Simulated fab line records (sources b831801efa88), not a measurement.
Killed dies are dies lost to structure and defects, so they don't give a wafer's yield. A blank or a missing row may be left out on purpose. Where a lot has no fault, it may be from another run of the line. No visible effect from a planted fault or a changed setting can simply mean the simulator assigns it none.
Which tool did it? / flow gf180mcu / 13 lots with 39 wafers sampled at 4 steps, on a route of 602 steps

== WHAT THE GAUGES READ, wafer by wafer ==
GF_NSD_CD_MEAS_07: the cd target is 400 nm. Usual: cd nm 399.5 nm, standard deviation 2.6.
lot=L397; measured=day 13 21:04; on=cd sem-01; cd nm (nm)=398.2 397.5 399.3; flag=
lot=L399; measured=day 14 22:17; on=cd sem-02; cd nm (nm)=395.3 397.1 397.2; flag=
lot=L400; measured=day 14 23:41; on=cd sem-01; cd nm (nm)=398.8 398.6 397.7; flag=
lot=L401; measured=day 15 05:48; on=cd sem-02; cd nm (nm)=406.4 402.4 403.7; flag=
lot=L402; measured=day 15 21:31; on=cd sem-02; cd nm (nm)=400.0 399.7 399.8; flag=
lot=L404; measured=day 16 13:35; on=cd sem-01; cd nm (nm)=399.0 397.0 396.4; flag=
lot=L415; measured=day 20 03:50; on=cd sem-01; cd nm (nm)=398.7 399.6 400.3; flag=
lot=L416; measured=day 20 15:59; on=cd sem-01; cd nm (nm)=400.0 399.3 398.9; flag=
lot=L417; measured=day 21 00:05; on=cd sem-01; cd nm (nm)=396.2 398.1 399.2; flag=
lot=L418; measured=day 21 12:11; on=cd sem-02; cd nm (nm)=397.8 396.5 395.7; flag=
lot=L419; measured=day 21 22:48; on=cd sem-01; cd nm (nm)=395.7 395.4 397.1; flag=

GF_NSD_TW_MEAS_12. Usual: NSD_TW 4258, standard deviation 41.
lot=L397; measured=day 13 21:37; on=film metro-02; NSD_TW=4327 4327 4321; flag=
lot=L399; measured=day 14 22:50; on=film metro-03; NSD_TW=4231 4224 4233; flag=
lot=L400; measured=day 15 00:13; on=film metro-01; NSD_TW=4223 4209 4229; flag=
lot=L401; measured=day 15 06:19; on=film metro-03; NSD_TW=4259 4249 4264; flag=
lot=L402; measured=day 15 22:03; on=film metro-02; NSD_TW=4290 4319 4281; flag=
lot=L404; measured=day 16 14:08; on=film metro-03; NSD_TW=4235 4230 4241; flag=
lot=L415; measured=day 20 04:24; on=film metro-03; NSD_TW=4199 4201 4188; flag=
lot=L416; measured=day 20 16:33; on=film metro-02; NSD_TW=4308 4330 4303; flag=
lot=L417; measured=day 21 00:37; on=film metro-01; NSD_TW=4220 4244 4263; flag=
lot=L418; measured=day 21 12:45; on=film metro-03; NSD_TW=4190 4199 4194; flag=
lot=L419; measured=day 21 23:21; on=film metro-01; NSD_TW=4283 4277 4281; flag=

== WHAT TOOL EACH LOT RAN ON (gives the tool, then ch and the chambers of the sampled wafers, and finally the start) ==
lot=L397; GF_HV_LDD_STRIP_49=plasma asher-03 ch 0,1, day 12 21:49; GF_HV_LDD_ETCHBACK_58=rie diel-01 ch 0,1,3, day 13 00:50
lot=L399; GF_HV_LDD_STRIP_49=plasma asher-02 ch 0,1, day 13 22:14; GF_HV_LDD_ETCHBACK_58=rie diel-03 ch 0,1,3, day 14 01:13
lot=L400; GF_HV_LDD_STRIP_49=plasma asher-02 ch 0,1, day 13 22:47; GF_HV_LDD_ETCHBACK_58=rie diel-04 ch 0,1,3, day 14 02:38
lot=L401; GF_HV_LDD_STRIP_49=plasma asher-02 ch 0,1, day 14 05:38; GF_HV_LDD_ETCHBACK_58=rie diel-03 ch 0,1,2, day 14 08:36
lot=L402; GF_HV_LDD_STRIP_49=plasma asher-04 ch 0, day 14 20:05; GF_HV_LDD_ETCHBACK_58=rie diel-04 ch 1,2, day 14 23:04
lot=L404; GF_HV_LDD_STRIP_49=plasma asher-04 ch 0,1, day 15 12:22; GF_HV_LDD_ETCHBACK_58=rie diel-03 ch 0,1,3, day 15 15:20
lot=L405; GF_HV_LDD_STRIP_49=plasma asher-04 ch 0,1, day 15 19:43; GF_HV_LDD_ETCHBACK_58=rie diel-03 ch 1,2, day 15 22:40
lot=L406; GF_HV_LDD_STRIP_49=plasma asher-02 ch 0,1, day 16 03:05; GF_HV_LDD_ETCHBACK_58=rie diel-03 ch 0,2,3, day 16 06:04
lot=L415; GF_HV_LDD_STRIP_49=plasma asher-04 ch 0,1, day 19 00:26; GF_HV_LDD_ETCHBACK_58=rie diel-04 ch 0,1,3, day 19 03:25
lot=L416; GF_HV_LDD_STRIP_49=plasma asher-03 ch 0,1, day 19 11:57; GF_HV_LDD_ETCHBACK_58=rie diel-03 ch 0,1,2, day 19 14:55
lot=L417; GF_HV_LDD_STRIP_49=plasma asher-02 ch 0,1, day 19 20:56; GF_HV_LDD_ETCHBACK_58=rie diel-03 ch 0,2,3, day 19 23:53
lot=L418; GF_HV_LDD_STRIP_49=plasma asher-03 ch 1, day 20 09:25; GF_HV_LDD_ETCHBACK_58=rie diel-04 ch 0,1,2, day 20 12:23
lot=L419; GF_HV_LDD_STRIP_49=plasma asher-04 ch 0,1, day 20 19:42; GF_HV_LDD_ETCHBACK_58=rie diel-03 ch 1,2, day 20 22:50
- GF_HV_LDD_STRIP_49: strips in O2/N2.
- GF_HV_LDD_ETCHBACK_58: etches Si3N4 in CH3F/O2, stops on SiO2, time 100 s, target depth 90 nm.

== WHAT THE TOOLS THEMSELVES READ (means of the sampled wafers that have a number; where no wafer has one, the mark that the record gives instead) ==
GF_HV_LDD_STRIP_49. Usual: drypump motor current A 6.0 A, standard deviation 0.45; heater power w 344 W, standard deviation 53; oes product au 0.716 a.u., standard deviation 0.0044; strip time to endpoint s 12.62 s, standard deviation 0.034.
lot=L397; tool=plasma asher-03; drypump motor current A (A)=6.2; heater power w (W)=282; oes product au (a.u.)=0.719; strip time to endpoint s (s)=12.56; flag=
lot=L399; tool=plasma asher-02; drypump motor current A (A)=6.3; heater power w (W)=379; oes product au (a.u.)=0.716; strip time to endpoint s (s)=12.61; flag=
lot=L400; tool=plasma asher-02; drypump motor current A (A)=6.3; heater power w (W)=353; oes product au (a.u.)=0.719; strip time to endpoint s (s)=12.65; flag=
lot=L401; tool=plasma asher-02; drypump motor current A (A)=6.3; heater power w (W)=374; oes product au (a.u.)=0.714; strip time to endpoint s (s)=12.62; flag=
lot=L402; tool=plasma asher-04; drypump motor current A (A)=5.1; heater power w (W)=366; oes product au (a.u.)=0.715; strip time to endpoint s (s)=12.60; flag=
lot=L404; tool=plasma asher-04; drypump motor current A (A)=5.3; heater power w (W)=354; oes product au (a.u.)=0.715; strip time to endpoint s (s)=12.64; flag=
lot=L405; tool=plasma asher-04; drypump motor current A (A)=5.3; heater power w (W)=352; oes product au (a.u.)=0.716; strip time to endpoint s (s)=12.59; flag=
lot=L406; tool=plasma asher-02; drypump motor current A (A)=6.3; heater power w (W)=352; oes product au (a.u.)=0.715; strip time to endpoint s (s)=12.67; flag=
lot=L415; tool=plasma asher-04; drypump motor current A (A)=5.4; heater power w (W)=343; oes product au (a.u.)=0.718; strip time to endpoint s (s)=12.58; flag=
lot=L416; tool=plasma asher-03; drypump motor current A (A)=6.2; heater power w (W)=280; oes product au (a.u.)=0.714; strip time to endpoint s (s)=12.64; flag=
lot=L417; tool=plasma asher-02; drypump motor current A (A)=6.4; heater power w (W)=387; oes product au (a.u.)=0.714; strip time to endpoint s (s)=12.62; flag=
lot=L418; tool=plasma asher-03; drypump motor current A (A)=6.2; heater power w (W)=224; oes product au (a.u.)=0.715; strip time to endpoint s (s)=12.64; flag=
lot=L419; tool=plasma asher-04; drypump motor current A (A)=5.4; heater power w (W)=345; oes product au (a.u.)=0.712; strip time to endpoint s (s)=12.59; flag=

GF_HV_LDD_ETCHBACK_58. Usual: drypump motor current A 5.8 A, standard deviation 0.38; oes product au 0.843 a.u., standard deviation 0.0063; rf fwd power W 397.5 W, standard deviation 1.5; run length s 128.7 s, standard deviation 0.43; throttle valve pct 10.561 %, standard deviation 0.0092.
lot=L397; tool=rie diel-01; drypump motor current A (A)=5.3; oes product au (a.u.)=0.843; rf fwd power W (W)=397.9; run length s (s)=128.3; throttle valve pct (%)=10.569; flag=
lot=L399; tool=rie diel-03; drypump motor current A (A)=6.0; oes product au (a.u.)=0.839; rf fwd power W (W)=396.4; run length s (s)=128.7; throttle valve pct (%)=10.569; flag=
lot=L400; tool=rie diel-04; drypump motor current A (A)=5.9; oes product au (a.u.)=0.841; rf fwd power W (W)=398.0; run length s (s)=128.2; throttle valve pct (%)=10.551; flag=
lot=L401; tool=rie diel-03; drypump motor current A (A)=5.9; oes product au (a.u.)=0.835; rf fwd power W (W)=396.9; run length s (s)=128.5; throttle valve pct (%)=10.561; flag=
lot=L402; tool=rie diel-04; drypump motor current A (A)=5.8; oes product au (a.u.)=0.841; rf fwd power W (W)=398.5; run length s (s)=128.8; throttle valve pct (%)=10.564; flag=
lot=L404; tool=rie diel-03; drypump motor current A (A)=6.0; oes product au (a.u.)=0.847; rf fwd power W (W)=397.2; run length s (s)=128.6; throttle valve pct (%)=10.559; flag=
lot=L405; tool=rie diel-03; drypump motor current A (A)=5.7; oes product au (a.u.)=0.998; rf fwd power W (W)=-; run length s (s)=88.1; throttle valve pct (%)=10.577; flag=OFF
lot=L406; tool=rie diel-03; drypump motor current A (A)=6.0; oes product au (a.u.)=0.988; rf fwd power W (W)=-; run length s (s)=88.2; throttle valve pct (%)=10.568; flag=OFF
lot=L415; tool=rie diel-04; drypump motor current A (A)=5.9; oes product au (a.u.)=0.835; rf fwd power W (W)=399.0; run length s (s)=128.6; throttle valve pct (%)=10.565; flag=
lot=L416; tool=rie diel-03; drypump motor current A (A)=6.0; oes product au (a.u.)=0.839; rf fwd power W (W)=395.7; run length s (s)=128.5; throttle valve pct (%)=10.562; flag=
lot=L417; tool=rie diel-03; drypump motor current A (A)=6.0; oes product au (a.u.)=0.849; rf fwd power W (W)=395.0; run length s (s)=128.9; throttle valve pct (%)=10.561; flag=
lot=L418; tool=rie diel-04; drypump motor current A (A)=5.6; oes product au (a.u.)=0.847; rf fwd power W (W)=398.5; run length s (s)=129.0; throttle valve pct (%)=10.560; flag=
lot=L419; tool=rie diel-03; drypump motor current A (A)=5.7; oes product au (a.u.)=0.843; rf fwd power W (W)=397.3; run length s (s)=128.5; throttle valve pct (%)=10.569; flag=

== THE ANSWER, worked out from the rows above alone ==
Rule: a lot counts as off when the mean over its wafers that have a number is more than 3 standard deviations away from the usual mean. Also off: a lot with no number at a reading for which 4 or more lots have one. Where the step has rows for the other lots, those lots are counted as sound. After the gauges, taken in route order, come the tools' own readings; for these a lot's mean is taken, as printed above. At the first step where some lot is off, the reading lying furthest off is the one used; lots without a number count as furthest.
Off: L405, L406 (GF_HV_LDD_ETCHBACK_58, rf fwd power W). Without a number there: L405, L406.
A tool fits if, at that step or a process step before it, it ran every lot that is off, and no sound lot after the first of them. Of those tried, none fits.

== WHAT THE SIMULATOR PUT IN ==
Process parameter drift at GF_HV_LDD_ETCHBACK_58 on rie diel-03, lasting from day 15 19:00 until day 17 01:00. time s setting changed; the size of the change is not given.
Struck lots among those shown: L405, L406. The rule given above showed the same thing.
